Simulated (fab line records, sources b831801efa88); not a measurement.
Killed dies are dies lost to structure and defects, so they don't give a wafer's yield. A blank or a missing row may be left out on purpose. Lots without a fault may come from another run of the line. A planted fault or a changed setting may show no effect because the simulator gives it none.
A struck lot beside a sound one | flow gf180mcu | 32 steps out of a route of 602
Sound: wafers L189.1, L189.3, L189.6. Struck: wafers L197.1, L197.4, L197.6. The cause comes at the end.
At each step with rows: each side's tool, then ch and its chambers, then its first start. Under that, the readings that differ: sound wafers | struck wafers | difference of the means | sigmas: that difference in standard deviations of wafers without a fault.
alike: readings whose means differ by less than 2 such deviations, and words and numbers that are the same on both sides. not compared: withheld readings, readings that some wafer has no value for, bounds like >300 that may hide the same value, and numbers for which the record gives no deviation and whose values overlap.
The two part at a step that has a row with sigmas, a row that says differs or no value, or rows on one side only. Numbers that don't overlap but have no deviation are shown without sigmas and don't part them. A reading that every wafer of one side lacks parts them only if that side has two wafers or more.

first, 1 step without rows for these wafers: GF_HV_LDD_CVD_56 (deposits Si3N4 from DCS/NH3, target thk 90 nm, time 1543 s).
GF_HV_LDD_THK_MEAS_57:
  sound on film_metro-01, day 15 03:07; struck on film_metro-01, day 17 09:41
  alike: HV_LDD_CVD_56_THK
GF_HV_LDD_ETCHBACK_58: etches Si3N4 in CH3F/O2, stops on SiO2, time 100 s, target depth 90 nm.
  sound on rie_diel-03 ch 0,1,3, day 15 03:10; struck on rie_diel-02 ch 0,2,3, day 17 09:44
  alike: drypump_motor_current_A, oes_product_au, throttle_valve_pct
  not compared: rf_hours_counter_h
then, 7 steps without rows for these wafers: GF_NSD_DEHYDRATE_00 (time 60 s); GF_NSD_HMDS_01 (prime time 60 s); GF_NSD_COAT_02 (resist thk 1000 nm); GF_NSD_SOFTBAKE_03 (time 60 s); GF_NSD_EXPOSE_04 (exposes mask Nplus, target cd 400 nm); GF_NSD_PEB_05; GF_NSD_DEVELOP_06 (develop time 60 s).
GF_NSD_CD_MEAS_07: target cd 400 nm.
  sound on cd_sem-02, day 16 00:09; struck on cd_sem-02, day 18 08:50
  reading    | sound             | struck            | difference | sigmas
  cd_nm (nm) | 395.5 396.5 395.2 | 404.8 402.0 403.1 | +7.6       | +3
GF_NSD_OVL_MEAS_08:
  sound on overlay-02, day 16 00:16; struck on overlay-01, day 18 08:57
  alike: NSD_OVL
GF_NSD_IMPLANT_09:
  sound on implanter-04 ch 0, day 16 00:19; struck on implanter-04 ch 0, day 18 08:59
  reading                   | sound             | struck            | difference | sigmas
  implant_ion_amu           | 75 75 75          | 49 49 49          | -26        |
  model.implant.rp_nm (nm)  | 37.54 37.54 37.54 | 44.59 44.59 44.59 | +7.05      |
  model.implant.drp_nm (nm) | 16.15 16.15 16.15 | 21.23 21.23 21.23 | +5.08      |
then, 1 step without rows for these wafers: GF_NSD_IMPLANT_10.
GF_NSD_STRIP_11: strips in O2/N2.
  sound on plasma_asher-03 ch 0,1, day 16 00:37; struck on plasma_asher-02 ch 1, day 18 09:17
  reading                      | sound             | struck            | difference | sigmas
  drypump_motor_current_A (A)  | 5.0 5.5 5.1       | 6.2 6.2 6.2       | +1.0       | +2
  strip_time_to_endpoint_s (s) | 22.95 22.95 22.96 | 23.74 23.69 23.71 | +0.76      | +21
  alike: heater_power_w, oes_product_au
  not compared: rf_hours_counter_h
GF_NSD_TW_MEAS_12:
  sound on film_metro-01, day 16 00:43; struck on film_metro-02, day 18 09:23
  reading | sound          | struck         | difference | sigmas
  NSD_TW  | 4307 4298 4268 | 4153 4150 4153 | -139       | -4
then, 7 steps without rows for these wafers: GF_PSD_DEHYDRATE_00 (time 60 s); GF_PSD_HMDS_01 (prime time 60 s); GF_PSD_COAT_02 (resist thk 1000 nm); GF_PSD_SOFTBAKE_03 (time 60 s); GF_PSD_EXPOSE_04 (exposes mask Pplus, target cd 400 nm); GF_PSD_PEB_05; GF_PSD_DEVELOP_06 (develop time 60 s).
GF_PSD_CD_MEAS_07: target cd 400 nm.
  sound on cd_sem-02, day 16 23:02; struck on cd_sem-02, day 19 09:15
  alike: cd_nm
GF_PSD_OVL_MEAS_08:
  sound on overlay-01, day 16 23:10; struck on overlay-01, day 19 09:22
  alike: PSD_OVL
then, 1 step without rows for these wafers: GF_PSD_IMPLANT_09.
GF_PSD_STRIP_10: strips in O2/N2.
  sound on plasma_asher-01 ch 0,1, day 16 23:21; struck on plasma_asher-01 ch 0,1, day 19 09:34
  alike: drypump_motor_current_A, heater_power_w, oes_product_au, strip_time_to_endpoint_s
  not compared: rf_hours_counter_h
GF_PSD_TW_MEAS_11:
  sound on film_metro-01, day 16 23:27; struck on film_metro-02, day 19 09:40
  reading | sound          | struck         | difference | sigmas
  PSD_TW  | 3220 3235 3219 | 3176 3166 3182 | -50        | -2
then, 1 step without rows for these wafers: GF_PSD_CLEAN_12 (cleans in SC1/SC2, time 150 s).
GF_PSD_RTA_13: time 20 s.
  sound on rtp_anneal-01 ch 0, day 16 23:34; struck on rtp_anneal-02 ch 0, day 19 09:49
  reading            | sound          | struck         | difference | sigmas
  lamp_power_pct (%) | 33.5 33.5 33.5 | 35.1 35.0 35.1 | +1.6       | +2
  alike: wafer_temp_C_max
GF_PSD_RS_MEAS_14: measures by four-point-probe.
  sound on film_metro-03, day 16 23:38; struck on film_metro-01, day 19 09:54
  reading         | sound             | struck | difference                    | sigmas
  NSD_RS (ohm/sq) | 46.04 45.99 46.05 | - - -  | no value on the struck wafers |
GF_PSD_RS_MEAS_15: measures by four-point-probe.
  sound on film_metro-03, day 16 23:46; struck on film_metro-01, day 19 10:01
  alike: PSD_RS

WHERE THEY PART
First at GF_NSD_CD_MEAS_07; last, within this record, at GF_PSD_RS_MEAS_14. Later steps at which nothing parts them and some readings are alike: GF_PSD_RS_MEAS_15.

WHY: what the simulator had put in
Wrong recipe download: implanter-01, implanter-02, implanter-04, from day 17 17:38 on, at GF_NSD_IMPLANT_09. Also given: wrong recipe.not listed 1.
